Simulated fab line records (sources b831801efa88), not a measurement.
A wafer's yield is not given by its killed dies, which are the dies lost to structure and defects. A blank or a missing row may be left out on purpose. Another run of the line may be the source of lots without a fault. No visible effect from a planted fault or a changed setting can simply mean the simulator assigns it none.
Shared-tool check -- flow gf180mcu -- 14 lots, 42 wafers sampled

## REASON FOR OPENING
GF_V4_RS_MEAS_24, reading V4_W_RS: flagged on 2 of 14 lots. Fault-free wafers read 0.326 ohm/sq, with a standard deviation of 0.0031.
Rule: a lot is flagged in two cases, either no wafer of it has a number, or all its wafers with numbers fall more than 4 standard deviations from that mean. As for the other lots, they are considered sound.

lot,measured,on,"V4_W_RS (ohm/sq), wafer by wafer",flag
L668,day 24 05:29,film-metro-04,0.324 0.324 0.325,
L669,day 24 15:58,film-metro-01,0.327 0.324 0.324,
L670,day 25 02:34,film-metro-02,0.328 0.325 0.328,
L671,day 25 07:59,film-metro-04,0.330 0.328 0.327,
L673,day 26 04:32,film-metro-02,0.330 0.327 0.325,
L674,day 26 09:11,film-metro-02,42.997 42.653 43.224,FLAGGED
L675,day 26 21:04,film-metro-01,43.468 43.479 43.927,FLAGGED
L676,day 27 01:49,film-metro-01,0.331 0.324 0.330,
L681,day 28 16:35,film-metro-04,0.326 0.324 0.323,
L684,day 29 17:29,film-metro-02,0.327 0.324 0.323,
L686,day 30 08:29,film-metro-02,0.324 0.326 0.327,
L688,day 30 16:32,film-metro-01,0.324 0.325 0.323,
L689,day 30 23:21,film-metro-01,0.327 0.326 0.325,
L691,day 31 13:23,film-metro-04,0.335 0.331 0.330,
On average the flagged lots read 43.291 ohm/sq, which is +42.965 ohm/sq against the usual, or +99 or more standard deviations.

## WHICH TOOL EACH LOT WENT THROUGH
3 process steps preceding the reading are held in the record, out of 602 steps in the route. Every cell lists first the tool, next ch and the chambers used by the sampled wafers, and last the start.
lot,flag,GF_V4_ETCH_17,GF_V4_STRIP_18,GF_V4_CVD_23
L668,,"rie-diel-01 ch 0,2,3, day 24 04:44 or earlier","plasma-asher-02 ch 0,1, day 24 04:44","cvd-w-01 ch 0,1, day 24 05:23"
L669,,"rie-diel-01 ch 0,2,3, day 24 15:11 or earlier","plasma-asher-02 ch 0,1, day 24 15:11","cvd-w-01 ch 0,1, day 24 15:50"
L670,,"rie-diel-03 ch 0,2,3, day 25 01:44 or earlier","plasma-asher-03 ch 0,1, day 25 01:44","cvd-w-01 ch 0,1, day 25 02:28"
L671,,"rie-diel-01 ch 0,1,2, day 25 07:14 or earlier","plasma-asher-02 ch 1, day 25 07:14","cvd-w-01 ch 1, day 25 07:52"
L673,,"rie-diel-01 ch 0,3, day 26 03:44 or earlier","plasma-asher-03 ch 0,1, day 26 03:44","cvd-w-01 ch 0,1, day 26 04:25"
L674,FLAGGED,"rie-diel-01 ch 0,2,3, day 26 08:26 or earlier","plasma-asher-01 ch 0,1, day 26 08:26","cvd-w-01 ch 0,1, day 26 09:04"
L675,FLAGGED,"rie-diel-04 ch 1,2, day 26 20:17 or earlier","plasma-asher-01 ch 0,1, day 26 20:17","cvd-w-02 ch 0,1, day 26 20:56"
L676,,"rie-diel-03 ch 0,1, day 27 01:02 or earlier","plasma-asher-02 ch 0,1, day 27 01:02","cvd-w-02 ch 0,1, day 27 01:41"
L681,,"rie-diel-04 ch 1,2,3, day 28 15:50 or earlier","plasma-asher-02 ch 0,1, day 28 15:50","cvd-w-02 ch 0,1, day 28 16:29"
L684,,"rie-diel-04 ch 0,2, day 29 16:44 or earlier","plasma-asher-01 ch 0, day 29 16:44","cvd-w-02 ch 0,1, day 29 17:23"
L686,,"rie-diel-01 ch 1,2,3, day 30 07:44 or earlier","plasma-asher-01 ch 0, day 30 07:44","cvd-w-01 ch 0,1, day 30 08:23"
L688,,"rie-diel-03 ch 0,1,3, day 30 15:44 or earlier","plasma-asher-02 ch 0,1, day 30 15:44","cvd-w-02 ch 1, day 30 16:25"
L689,,"rie-diel-03 ch 0,3, day 30 22:35 or earlier","plasma-asher-01 ch 0,1, day 30 22:35","cvd-w-01 ch 0,1, day 30 23:13"
L691,,"rie-diel-04 ch 1,2,3, day 31 12:38 or earlier","plasma-asher-03 ch 0,1, day 31 12:38","cvd-w-01 ch 0,1, day 31 13:17"
What is done by these steps:
- GF_V4_ETCH_17: etches SiO2 in C4F8/O2/Ar, stops on TiN, target depth 630 nm.
- GF_V4_STRIP_18: strips in O2/N2.
- GF_V4_CVD_23: deposits W, target thk 350 nm, time 104.9 s.
- GF_V4_RS_MEAS_24: measures by four-point-probe.

## FLAGGED AGAINST TOTAL, ONE TOOL AT A TIME (gauges that did the reading follow at the end)
step,tool,lots run,flagged,share of the flagged lots,sound lots run after its first flagged lot
GF_V4_ETCH_17,rie-diel-01,6,1,some,1 (L686)
GF_V4_ETCH_17,rie-diel-03,4,0,none,-
GF_V4_ETCH_17,rie-diel-04,4,1,some,"3 (L681,L684,L691)"
GF_V4_STRIP_18,plasma-asher-01,5,2,all,"3 (L684,L686,L689)"
GF_V4_STRIP_18,plasma-asher-02,6,0,none,-
GF_V4_STRIP_18,plasma-asher-03,3,0,none,-
GF_V4_CVD_23,cvd-w-01,9,1,some,"3 (L686,L689,L691)"
GF_V4_CVD_23,cvd-w-02,5,1,some,"4 (L676,L681,L684,L688)"
GF_V4_RS_MEAS_24,film-metro-01,5,1,some,"3 (L676,L688,L689)"
GF_V4_RS_MEAS_24,film-metro-02,5,1,some,"2 (L684,L686)"
GF_V4_RS_MEAS_24,film-metro-04,4,0,none,-
With no start given for some of its lots, GF_V4_ETCH_17 uses the hours and lot order of GF_V4_STRIP_18.

## WHAT IS ALLOWED BY THE TABLE
1 row of the table ran every flagged lot: plasma-asher-01 at GF_V4_STRIP_18.
- plasma-asher-01 at GF_V4_STRIP_18: 2 of its 5 lots flagged. Sound lots ran on it after the first flagged one (L684, L686, L689), which a lasting fault on the whole tool wouldn't allow.
None of the table's rows ran every flagged lot and, after the first, no sound lot.

## WHAT THE SIMULATOR HAD PUT IN
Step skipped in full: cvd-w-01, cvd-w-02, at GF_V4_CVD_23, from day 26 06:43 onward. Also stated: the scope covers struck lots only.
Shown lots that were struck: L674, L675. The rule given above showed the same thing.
